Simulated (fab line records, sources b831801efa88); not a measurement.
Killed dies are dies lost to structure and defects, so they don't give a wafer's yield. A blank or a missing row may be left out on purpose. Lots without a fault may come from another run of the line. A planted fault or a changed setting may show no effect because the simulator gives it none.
fab line records | flow sky130
record lots=13 wafers=39 last_day=50
route steps=708 shown POLY_GATE@232 POLY_CUT@314 SD_P@327 RES_XHIGH@341
lots that met no fault: from a run of the same line without faults
start_h: hours from the record's first day to the start of the lot's first wafer shown | wait_h: hours since the lot's step before | " the same as in the row above | L1.1+2: a row that stands for several wafers | - no value, or no start given | * or withheld: withheld | < > ~ a bound
route shown NAME@n: a module of which the file shows steps, and the number in the route of the first | usual: mean/standard deviation of fault-free wafers | same: alike in all rows | chamber/n: place in a boat | sites: the reading at each site | _std_site: their standard deviation | _edge_site: outer sites' mean less inner sites' | radius_mm: how far each site lies from the wafer's centre | mask NAME#n: copy n | behind: the tool/chamber that last shaped the wafer | hold: why the lot was held/for how many hours/how that ended | device: the transistor (n, p or np) that didn't switch | end of line: the same wafers' tests at the end of the route | a step without rows: its recipe alone | killed: dies lost to structure and defects at the first sort, not the wafer's yield | map: a wafer's dies, x killed, . not, _ none there
set.NAME: the setting as run; set.NAME@STEP: as run at that earlier step | model.NAME: the simulator's own value behind a step, which no gauge read
steps of the route over a sample of lots; a table a step, a row a wafer
services: from which hour (start_h, from the record's first day; less than 0 if before it) a tool's chamber was out of use, for how many hours, and why
## steps
# step SKY_POLY_GATE_STRIP_18
# recipe chemistry=O2/N2 power_w=1400 pressure_mtorr=1500 platen_temp_c=withheld o2_flow_sccm=3000 n2_flow_sccm=300 overash_fraction=0.5
# usual drypump_motor_current_A=5.52/0.29 oes_product_au=0.360/0.0047 strip_time_to_endpoint_s=3.16/0.037
# columns lot.wafer tool chamber start_h wait_h drypump_motor_current_A oes_product_au rf_hours_counter_h strip_time_to_endpoint_s
L922.1 plasma_asher-04 1 358.83 0.0 4.89 0.359 56 3.22
L922.2 " 0 " " 5.45 0.362 56 3.20
L922.5 " 0 " " 5.44 0.359 - 3.19
L923.2 plasma_asher-02 1 371.87 0.0 5.60 0.360 25 3.11
L923.3 " 0 " " 5.67 0.363 - 3.11
L923.5 " 1 " " 5.61 0.355 - 3.07
L924.2 plasma_asher-03 0 384.18 0.0 5.53 0.358 70 3.16
L924.4 " 0 " " 5.54 0.365 - 3.12
L924.6 " 1 " " 5.90 0.366 - 3.16
L925.1 plasma_asher-02 0 392.47 0.0 5.65 0.352 27 3.08
L925.2 " 1 " " 5.63 0.359 27 3.13
L925.3 " 1 " " 5.64 0.360 - 3.18
L927.2 plasma_asher-03 0 399.83 0.0 5.54 0.357 72 3.16
L927.4 " 1 " " 5.91 0.364 - 3.18
L927.5 " 1 " " 5.88 0.354 - 3.15
L926.2 plasma_asher-02 0 403.88 0.0 5.65 0.361 28 3.13
L926.4 " 0 " " 5.65 0.363 - 3.17
L926.6 " 1 " " 5.64 0.362 - 3.13
L928.2 plasma_asher-02 1 417.37 0.0 5.63 0.363 30 3.19
L928.3 " 1 " " 5.62 0.352 - 3.09
L928.4 " 0 " " 5.65 0.356 - 3.15
L929.1 plasma_asher-03 1 430.92 0.0 5.90 0.358 0 3.15
L929.3 " 0 " " 5.53 0.350 - 3.11
L929.4 " 1 " " 5.91 0.360 - 3.15
L931.1 plasma_asher-03 1 440.08 0.0 5.88 0.361 1 3.16
L931.2 " 0 " " 5.53 0.359 1 3.11
L931.4 " 1 " " 5.88 0.364 - 3.12
L932.1 plasma_asher-03 0 453.03 0.0 5.53 0.364 2 3.17
L932.3 " 1 " " 5.90 0.366 - 3.19
L932.5 " 1 " " 5.91 0.368 - 3.17
L942.2 plasma_asher-02 1 538.22 0.0 5.61 0.358 42 3.14
L942.3 " 0 " " 5.66 0.357 - 3.11
L942.5 " 0 " " 5.65 0.359 - 3.15
L944.1 plasma_asher-04 0 555.28 0.0 5.46 0.363 76 3.21
L944.3 " 1 " " 4.91 0.361 - 3.15
L944.5 " 0 " " 5.41 0.364 - 3.17
L943.1 plasma_asher-02 1 558.78 0.0 5.63 0.362 44 3.13
L943.2 " 0 " " 5.66 0.360 44 3.14
L943.4 " 1 " " 5.61 0.363 - 3.19
# step SKY_POLY_CUT_DEVELOP_07
# recipe develop_time_s=60 resist=KrF-thick dev_temp_c=21
# usual developer_temp_C=20.99/0.099 resist_line_temp_C=22.99/0.11
# columns lot.wafer tool chamber start_h wait_h developer_temp_C resist_line_temp_C
L922.1 litho_track-04 0 546 - 20.97 22.95
L922.2 " 0 " " 20.88 22.80
L922.5 " 0 " " 20.83 22.83
L923.2 litho_track-02 0 557 - 21.02 22.92
L923.3 " 0 " " 20.96 23.04
L923.5 " 0 " " 20.86 22.89
L924.2 litho_track-02 0 572 - 20.98 22.98
L924.4 " 0 " " 21.13 23.15
L924.6 " 0 " " 21.09 23.09
L925.1 litho_track-02 0 579 - 21.11 23.04
L925.2 " 0 " " 20.89 22.97
L925.3 " 0 " " 21.00 23.05
L927.2 litho_track-01 0 585 - 20.99 23.01
L927.4 " 0 " " 21.08 23.10
L927.5 " 0 " " 21.13 23.17
L926.2 litho_track-01 0 590 - 21.03 22.96
L926.4 " 0 " " 21.10 23.06
L926.6 " 0 " " 20.94 23.07
L928.2 litho_track-04 0 603 - 20.96 22.75
L928.3 " 0 " " 20.97 22.85
L928.4 " 0 " " 21.04 23.01
L929.1 litho_track-01 0 616 - 21.13 23.09
L929.3 " 0 " " 21.14 23.07
L929.4 " 0 " " 21.11 23.02
L931.1 litho_track-04 0 623 - 20.84 22.89
L931.2 " 0 " " 20.97 23.04
L931.4 " 0 " " 20.89 23.03
L932.1 litho_track-02 0 640 - 20.96 23.12
L932.3 " 0 " " 21.00 23.11
L932.5 " 0 " " 20.95 23.08
L942.2 litho_track-01 0 720 - 20.17 22.95
L942.3 " 0 " " 20.08 22.96
L942.5 " 0 " " 20.21 22.86
L944.1 litho_track-04 0 730 - 21.00 23.11
L944.3 " 0 " " 21.05 22.79
L944.5 " 0 " " 20.87 23.05
L943.1 litho_track-01 0 734 - 20.20 23.06
L943.2 " 0 " " 20.16 23.04
L943.4 " 0 " " 20.24 23.15
# step SKY_SD_P_CD_MEAS_07
# recipe target_cd_nm=380
# usual cd_nm=380.7/2.5
# columns lot.wafer tool chamber start_h wait_h cd_nm
L922.1 cd_sem-01 - 575.83 0.1 382.2
L922.2 " - " " 381.7
L922.5 " - " " 384.4
L923.2 cd_sem-02 - 586.84 0.1 386.1
L923.3 " - " " 383.6
L923.5 " - " " 384.4
L924.2 cd_sem-02 - 601.41 0.1 381.4
L924.4 " - " " 380.2
L924.6 " - " " 383.4
L925.1 cd_sem-01 - 608.98 0.1 378.0
L925.2 " - " " 377.9
L925.3 " - " " 377.6
L927.2 cd_sem-01 - 613.90 0.1 380.1
L927.4 " - " " 378.0
L927.5 " - " " 379.2
L926.2 cd_sem-01 - 620.09 0.1 378.1
L926.4 " - " " 380.5
L926.6 " - " " 379.3
L928.2 cd_sem-02 - 633.40 0.1 380.2
L928.3 " - " " 377.8
L928.4 " - " " 380.3
L929.1 cd_sem-02 - 646.02 0.1 381.9
L929.3 " - " " 377.8
L929.4 " - " " 379.7
L931.1 cd_sem-01 - 653.22 0.1 377.0
L931.2 " - " " 376.0
L931.4 " - " " 376.9
L932.1 cd_sem-01 - 669.37 0.1 383.0
L932.3 " - " " 380.2
L932.5 " - " " 382.0
L942.2 cd_sem-02 - 749.30 0.1 379.0
L942.3 " - " " 382.7
L942.5 " - " " 382.0
L944.1 cd_sem-02 - 757.79 0.1 383.4
L944.3 " - " " 385.0
L944.5 " - " " 384.9
L943.1 cd_sem-01 - 761.99 0.1 381.7
L943.2 " - " " 380.1
L943.4 " - " " 377.7
# step SKY_RES_XHIGH_TW_MEAS_09
# usual RES_XHIGH_TW=1630/17
# columns lot.wafer tool chamber start_h wait_h RES_XHIGH_TW
L922.1 film_metro-03 - 605.39 0.1 1649
L922.2 " - " " 1656
L922.5 " - " " 1652
L923.2 film_metro-01 - 616.54 0.1 1619
L923.3 " - " " 1620
L923.5 " - " " 1608
L924.2 film_metro-01 - 630.69 0.1 1624
L924.4 " - " " 1615
L924.6 " - " " 1616
L925.1 film_metro-03 - 638.58 0.1 1650
L925.2 " - " " 1646
L925.3 " - " " 1661
L927.2 film_metro-03 - 643.65 0.1 1652
L927.4 " - " " 1648
L927.5 " - " " 1652
L926.2 film_metro-02 - 649.74 0.1 1619
L926.4 " - " " 1620
L926.6 " - " " 1619
L928.2 film_metro-01 - 662.04 0.1 1598
L928.3 " - " " 1614
L928.4 " - " " 1603
L929.1 film_metro-03 - 675.23 0.1 1642
L929.3 " - " " 1654
L929.4 " - " " 1649
L931.1 film_metro-02 - 682.23 0.1 1627
L931.2 " - " " 1625
L931.4 " - " " 1627
L932.1 film_metro-03 - 698.42 0.1 1647
L932.3 " - " " 1649
L932.5 " - " " 1648
L942.2 film_metro-02 - 776.44 0.1 1623
L942.3 " - " " 1634
L942.5 " - " " 1626
L944.1 film_metro-02 - 784.58 0.1 1626
L944.3 " - " " 1616
L944.5 " - " " 1626
L943.1 film_metro-03 - 788.68 0.1 1655
L943.2 " - " " 1651
L943.4 " - " " 1656
## services
# columns tool chamber start_h hours kind
plasma_asher-02 - 376.84 2.1 repair
plasma_asher-03 - 421.25 9.0 pm
plasma_asher-03 0 421.25 9.0 vent_cycle
plasma_asher-03 1 421.25 9.0 vent_cycle
plasma_asher-03 - 427.01 0.8 repair
plasma_asher-03 0 430.25 - clean
plasma_asher-03 1 430.25 - clean
plasma_asher-03 - 453.94 3.0 repair
plasma_asher-04 - 534.79 4.5 repair
plasma_asher-03 - 555.32 2.6 repair
plasma_asher-03 - 586.27 9.3 repair
plasma_asher-04 - 624.06 4.9 repair
plasma_asher-03 - 642.71 2.8 pm
plasma_asher-03 - 646.87 0.6 repair
plasma_asher-02 - 657.41 2.8 pm
plasma_asher-04 - 731.74 2.8 pm
## key
first_sign step=SKY_POLY_CUT_DEVELOP_07 reading=developer_temp_C direction=down sigmas=8.3 usual=* struck=*
effect none on later readings
met_at SKY_POLY_CUT_DEVELOP_07
struck_lots L942,L943
tester_left_out L942,L943
loop_trim step=SKY_POLY_CUT_EXPOSE_05 setting=dose lots=L943
not_acting_at SKY_POLY_GATE_STRIP_18,SKY_SD_P_CD_MEAS_07,SKY_RES_XHIGH_TW_MEAS_09
onset_between 616 720
fault kind=process_parameter_drift tool=litho_track-01 chamber=- onset_h=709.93 steps=SKY_POLY_CUT_DEVELOP_07 channel=dev_temp_c offset=* shape=step end_h=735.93 acts_in=* stated=*
# tester_left_out: of these lots the tester's yield and bins aren't shown, on N5 and GAA mostly nor the transistor test; their killed dies are dies lost to structure and defects alone, not to doping, threshold or leakage, so they don't give the yield
# loop_trim: a control loop set the setting to another value than it would have without faults
